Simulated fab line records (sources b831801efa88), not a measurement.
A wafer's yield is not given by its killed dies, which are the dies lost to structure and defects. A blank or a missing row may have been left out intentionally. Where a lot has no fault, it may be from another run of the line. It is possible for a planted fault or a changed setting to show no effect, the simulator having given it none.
Which of the tools did it?	flow sky130	12 lots with 36 wafers sampled at 5 steps, on a route of 708 steps

WHAT EACH GAUGE READ, for each wafer
SKY_FIELD_ISO_THK_MEAS_23. Usual: FIELD_ISO_OXIDATION_01_THK 10.04 nm, standard deviation 0.2.
lot	measured	on	FIELD_ISO_OXIDATION_01_THK (nm)	flag
L832	day 2 13:10	film-metro-03	9.54 9.51 9.71	
L835	day 3 04:26	film-metro-03	10.35 10.33 10.02	
L838	day 3 19:49	film-metro-01	10.31 10.47 10.38	
L840	day 4 05:07	film-metro-01	9.97 9.98 10.18	
L843	day 4 21:37	film-metro-01	9.91 10.01 9.83	
L844	day 5 02:58	film-metro-04	9.89 9.83 9.95	
L845	day 5 07:31	film-metro-04	10.04 10.01 9.88	
L846	day 5 13:47	film-metro-03	9.82 10.01 9.84	
L847	day 5 18:03	film-metro-03	9.99 9.87 9.92	
L849	day 6 06:46	film-metro-04	9.99 9.89 9.90	
L853	day 7 02:07	film-metro-04	10.11 9.89 10.03	
L854	day 7 08:49	film-metro-03	10.19 10.14 10.30	

SKY_FIELD_ISO_THK_MEAS_25. Usual: FIELD_ISO_CVD_24_THK 598 nm, standard deviation 7.4.
lot	measured	on	FIELD_ISO_CVD_24_THK (nm)	flag
L832	day 2 13:18	film-metro-04	597 587 591	
L835	day 3 04:34	film-metro-01	610 596 608	
L838	day 3 19:57	film-metro-04	583 595 596	
L840	day 4 05:15	film-metro-04	593 592 592	
L843	day 4 21:45	film-metro-04	606 605 606	
L844	day 5 03:05	film-metro-03	593 583 599	
L845	day 5 07:38	film-metro-01	604 602 604	
L846	day 5 13:55	film-metro-01	595 592 594	
L847	day 5 18:11	film-metro-04	587 594 598	
L849	day 6 06:53	film-metro-03	597 593 592	
L853	day 7 02:15	film-metro-03	606 604 606	
L854	day 7 08:57	film-metro-04	597 603 599	

SKY_VT_ADJUST_NCORE_CD_MEAS_07: target cd 380 nm. Usual: cd-nm reads 380.5 nm (standard deviation 2.2).
lot	measured	on	cd-nm (nm)	flag
L832	day 8 23:00	cd-sem-01	380.8 381.1 381.8	
L835	day 9 14:51	cd-sem-01	377.8 381.2 376.9	
L838	day 10 10:45	cd-sem-02	378.9 376.9 379.6	
L840	day 11 01:08	cd-sem-01	384.1 382.8 382.1	
L843	day 11 19:56	cd-sem-01	379.7 381.8 382.7	
L844	day 12 04:14	cd-sem-01	380.8 380.1 379.8	
L845	day 12 12:59	cd-sem-01	383.7 382.6 381.9	
L846	day 12 19:27	cd-sem-02	380.9 381.6 378.5	
L847	day 13 02:30	cd-sem-01	378.5 374.1 379.1	
L849	day 14 00:35	cd-sem-01	380.1 380.6 380.4	
L853	day 15 01:16	cd-sem-02	382.1 377.9 381.8	
L854	day 15 13:39	cd-sem-01	383.8 381.7 382.4	

WHAT TOOL EACH LOT RAN ON (gives the tool, then ch and the chambers of the sampled wafers, and finally the start)
lot	SKY_NWELL_COAT_05	SKY_NWELL_STRIP_14
L832	litho-track-04 ch 0, day 4 13:55	plasma-asher-02 ch 0, day 4 23:31
L835	litho-track-03 ch 0, day 5 03:10	plasma-asher-03 ch 0,1, day 5 13:34
L838	litho-track-04 ch 0, day 5 20:22	plasma-asher-03 ch 0,1, day 6 06:16
L840	litho-track-02 ch 0, day 6 08:02	plasma-asher-03 ch 0,1, day 6 17:43
L843	litho-track-04 ch 0, day 7 00:38	plasma-asher-03 ch 1, day 7 10:31
L844	litho-track-04 ch 0, day 7 04:26	plasma-asher-03 ch 0,1, day 7 15:16
L845	litho-track-04 ch 0, day 7 10:45	plasma-asher-03 ch 0,1, day 7 22:06
L846	litho-track-04 ch 0, day 7 16:33	plasma-asher-01 ch 0,1, day 8 03:46
L847	litho-track-04 ch 0, day 7 22:51	plasma-asher-03 ch 0,1, day 8 09:31
L849	litho-track-03 ch 0, day 8 16:46	plasma-asher-02 ch 0,1, day 9 03:55
L853	litho-track-02 ch 0, day 9 09:33	plasma-asher-02 ch 0,1, day 9 20:54
L854	litho-track-03 ch 0, day 9 19:44	plasma-asher-03 ch 0,1, day 10 07:30
- SKY_NWELL_COAT_05: resist thk 3000 nm.
- SKY_NWELL_STRIP_14: strips in O2/N2.

WHAT THE TOOLS THEMSELVES READ (means of the sampled wafers that have a number; where no wafer has one, the mark that the record gives instead)
SKY_NWELL_COAT_05. Usual: spin-speed-rpm reads 1999.9 rpm (standard deviation 1.2).
lot	tool	spin-speed-rpm (rpm)	flag
L832	litho-track-04	2000.6	
L835	litho-track-03	1999.1	
L838	litho-track-04	1999.8	
L840	litho-track-02	2001.4	
L843	litho-track-04	2000.3	
L844	litho-track-04	1999.2	
L845	litho-track-04	2000.1	
L846	litho-track-04	1998.8	
L847	litho-track-04	2000.8	
L849	litho-track-03	2000.5	
L853	litho-track-02	1999.0	
L854	litho-track-03	1998.0	

SKY_NWELL_STRIP_14. Usual: drypump-motor-current-A 5.53 A, standard deviation 0.24; n2-flow-sccm 299.9 sccm, standard deviation 0.79; o2-flow-sccm 3000 sccm, standard deviation 10; oes-product-au 0.722 a.u., standard deviation 0.0044; strip-time-to-endpoint-s 36.89 s, standard deviation 0.11.
lot	tool	drypump-motor-current-A (A)	n2-flow-sccm (sccm)	o2-flow-sccm (sccm)	oes-product-au (a.u.)	strip-time-to-endpoint-s (s)	flag
L832	plasma-asher-02	5.37	300.5	3014	0.718	36.79	
L835	plasma-asher-03	5.45	299.5	3001	0.728	37.01	
L838	plasma-asher-03	5.67	299.7	3001	0.725	36.90	
L840	plasma-asher-03	5.68	299.2	2999	0.722	36.95	
L843	plasma-asher-03	5.90	299.8	2999	0.720	36.78	
L844	plasma-asher-03	5.67	300.5	3000	0.724	36.90	
L845	plasma-asher-03	5.43	300.2	2995	0.722	36.89	
L846	plasma-asher-01	5.46	299.3	3015	0.723	28.28	OFF
L847	plasma-asher-03	5.68	300.3	2993	0.721	28.11	OFF
L849	plasma-asher-02	5.58	299.5	2998	0.723	36.88	
L853	plasma-asher-02	5.48	300.2	2983	0.721	36.83	
L854	plasma-asher-03	5.68	300.2	2996	0.723	36.77	

THE ANSWER, worked out from the rows above alone
Rule: a lot is off if the mean of its wafers that have a number lies more than 3 standard deviations from the usual mean. Also off: a lot with no number at a reading for which 4 or more lots have one. All remaining lots with rows at the step are treated as sound. Order of review: gauges by route order, followed by the tools' own readings, for which a lot's mean as printed above is used. At the first step where some lot is off, the reading lying furthest off is the one used; lots without a number count as furthest.
Off, at SKY_NWELL_STRIP_14 on strip-time-to-endpoint-s: L846, L847.
A tool fits if, at that step or a process step before it, it ran every lot that is off, and no sound lot after the first of them. One candidate fits, namely litho-track-04 at SKY_NWELL_COAT_05. A fault onset in the window from L845 (day 7 10:45, its last sound lot) to L846 (day 7 16:33, its first lot off) fits.

WHAT THE SIMULATOR HAD INSERTED
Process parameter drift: litho-track-04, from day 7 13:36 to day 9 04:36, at SKY_NWELL_COAT_05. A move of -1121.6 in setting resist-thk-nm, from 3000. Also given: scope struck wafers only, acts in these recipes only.
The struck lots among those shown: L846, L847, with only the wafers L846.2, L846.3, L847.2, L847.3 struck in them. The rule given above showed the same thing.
